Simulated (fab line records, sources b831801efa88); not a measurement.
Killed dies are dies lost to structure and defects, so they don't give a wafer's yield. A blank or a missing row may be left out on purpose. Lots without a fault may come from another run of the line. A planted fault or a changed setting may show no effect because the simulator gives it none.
Tool commonality check | flow gf180mcu | 12 lots, 36 wafers sampled

WHY IT WAS OPENED
At GF_M4_CD_MEAS_14 the reading cd_nm is flagged on 2 of 12 lots. Wafers without a fault read 279.6 nm, standard deviation 1.3.
Rule: a lot is flagged when every wafer of it that has a number lies more than 4 standard deviations from that mean, or none has a number. The other lots count as sound.

lot  | measured     | on        | cd_nm (nm), wafer by wafer | flag
L821 | day 23 12:27 | cd_sem-02 | 278.4 278.8 278.5          |
L824 | day 24 20:38 | cd_sem-01 | 282.2 280.9 281.6          |
L827 | day 25 18:05 | cd_sem-01 | 289.6 289.6 289.7          | FLAGGED
L829 | day 26 15:44 | cd_sem-01 | 288.2 288.6 288.6          | FLAGGED
L833 | day 27 19:14 | cd_sem-01 | 281.2 280.3 280.3          |
L837 | day 28 22:01 | cd_sem-01 | 279.1 280.4 280.3          |
L838 | day 29 01:29 | cd_sem-01 | 277.4 277.9 277.7          |
L839 | day 29 12:20 | cd_sem-02 | 280.3 280.1 279.9          |
L840 | day 29 23:03 | cd_sem-01 | 279.3 278.9 278.5          |
L841 | day 30 00:10 | cd_sem-01 | 279.9 280.5 280.7          |
L842 | day 30 09:28 | cd_sem-01 | 278.9 279.6 278.5          |
L843 | day 30 10:07 | cd_sem-02 | 280.9 280.4 281.7          |
The numbers of the flagged lots are 289.1 nm on average: +9.4 nm against the usual, or +7 standard deviations.

WHICH TOOL RAN EACH LOT
The record holds 4 process steps before the reading, out of a route of 602 steps. In each cell: the tool, then ch and the chambers that the sampled wafers went through, then the start.
lot  | flag    | GF_V3_ETCH_16                      | GF_V3_SPUTTER_21             | GF_M4_SPUTTER_01             | GF_M4_SOFTBAKE_10
L821 |         | rie_diel-01 ch 1,2,3, day 22 12:41 | pvd_sputter-02, day 22 13:22 | pvd_sputter-04, day 22 14:10 | litho_track-01 ch 0, day 23 01:32
L824 |         | rie_diel-04 ch 0,1,2, day 23 21:10 | pvd_sputter-01, day 23 21:50 | pvd_sputter-03, day 23 22:38 | litho_track-03 ch 0, day 24 09:53
L827 | FLAGGED | rie_diel-01 ch 1,2,3, day 24 19:08 | pvd_sputter-01, day 24 19:49 | pvd_sputter-03, day 24 20:37 | litho_track-01 ch 0, day 25 07:20
L829 | FLAGGED | rie_diel-04 ch 0,1,3, day 25 16:37 | pvd_sputter-03, day 25 17:20 | pvd_sputter-04, day 25 18:08 | litho_track-01 ch 0, day 26 04:32
L833 |         | rie_diel-01 ch 0,1,2, day 26 21:35 | pvd_sputter-02, day 26 22:22 | pvd_sputter-03, day 26 23:10 | litho_track-04 ch 0, day 27 09:04
L837 |         | rie_diel-03 ch 0,2, day 28 00:53   | pvd_sputter-02, day 28 01:35 | pvd_sputter-03, day 28 02:23 | litho_track-01 ch 0, day 28 12:53
L838 |         | rie_diel-01 ch 2,3, day 28 04:34   | pvd_sputter-03, day 28 05:17 | pvd_sputter-02, day 28 06:04 | litho_track-03 ch 0, day 28 16:02
L839 |         | rie_diel-01 ch 0,2, day 28 15:48   | pvd_sputter-03, day 28 16:28 | pvd_sputter-03, day 28 17:18 | litho_track-03 ch 0, day 29 02:44
L840 |         | rie_diel-01 ch 0,1,3, day 29 02:28 | pvd_sputter-01, day 29 03:10 | pvd_sputter-02, day 29 03:57 | litho_track-01 ch 0, day 29 13:28
L841 |         | rie_diel-03 ch 0,2,3, day 29 03:46 | pvd_sputter-03, day 29 04:25 | pvd_sputter-04, day 29 05:13 | litho_track-01 ch 0, day 29 14:43
L842 |         | rie_diel-01 ch 0,1,2, day 29 12:35 | pvd_sputter-01, day 29 13:28 | pvd_sputter-03, day 29 14:34 | litho_track-01 ch 0, day 30 00:13
L843 |         | rie_diel-03 ch 0,2,3, day 29 13:55 | pvd_sputter-01, day 29 14:42 | pvd_sputter-04, day 29 15:37 | litho_track-04 ch 0, day 30 00:56
What these steps do:
- GF_V3_ETCH_16: etches BARC in N2/H2.
- GF_V3_SPUTTER_21: material Ti, target thk 15 nm, time 80.02 s.
- GF_M4_SPUTTER_01: material TiN, target thk 30 nm, time 25 s.
- GF_M4_SOFTBAKE_10: time 60 s.
- GF_M4_CD_MEAS_14: target cd 280 nm.

FLAGGED OVER TOTAL, TOOL BY TOOL (the gauges that took the reading come last)
step              | tool           | lots run | flagged | share of the flagged lots | sound lots run after its first flagged lot
GF_V3_ETCH_16     | rie_diel-01    | 7        | 1       | some                      | 5 (L833,L838,L839,L840,L842)
GF_V3_ETCH_16     | rie_diel-03    | 3        | 0       | none                      | -
GF_V3_ETCH_16     | rie_diel-04    | 2        | 1       | some                      | 0
GF_V3_SPUTTER_21  | pvd_sputter-01 | 5        | 1       | some                      | 3 (L840,L842,L843)
GF_V3_SPUTTER_21  | pvd_sputter-02 | 3        | 0       | none                      | -
GF_V3_SPUTTER_21  | pvd_sputter-03 | 4        | 1       | some                      | 3 (L838,L839,L841)
GF_M4_SPUTTER_01  | pvd_sputter-02 | 2        | 0       | none                      | -
GF_M4_SPUTTER_01  | pvd_sputter-03 | 6        | 1       | some                      | 4 (L833,L837,L839,L842)
GF_M4_SPUTTER_01  | pvd_sputter-04 | 4        | 1       | some                      | 2 (L841,L843)
GF_M4_SOFTBAKE_10 | litho_track-01 | 7        | 2       | all                       | 4 (L837,L840,L841,L842)
GF_M4_SOFTBAKE_10 | litho_track-03 | 3        | 0       | none                      | -
GF_M4_SOFTBAKE_10 | litho_track-04 | 2        | 0       | none                      | -
GF_M4_CD_MEAS_14  | cd_sem-01      | 9        | 2       | all                       | 6 (L833,L837,L838,L840,L841,L842)
GF_M4_CD_MEAS_14  | cd_sem-02      | 3        | 0       | none                      | -

WHAT THE TABLE ALLOWS
2 rows of the table ran every flagged lot: litho_track-01 at GF_M4_SOFTBAKE_10, cd_sem-01 at GF_M4_CD_MEAS_14.
- litho_track-01 at GF_M4_SOFTBAKE_10: 2 of its 7 lots flagged. Sound lots ran on it after the first flagged one (L837, L840, L841, L842), which a lasting fault on the whole tool wouldn't allow. Its own readings lie more than 4 standard deviations out on every wafer of the flagged lots: heater_power_total_W, plate_temp_C.
- cd_sem-01 at GF_M4_CD_MEAS_14: 2 of its 9 lots flagged. Sound lots ran on it after the first flagged one (L833, L837, L838, L840, L841, L842), which a lasting fault on the whole tool wouldn't allow.
No row of the table ran every flagged lot and no sound lot after the first.

WHAT THE SIMULATOR HAD PUT IN
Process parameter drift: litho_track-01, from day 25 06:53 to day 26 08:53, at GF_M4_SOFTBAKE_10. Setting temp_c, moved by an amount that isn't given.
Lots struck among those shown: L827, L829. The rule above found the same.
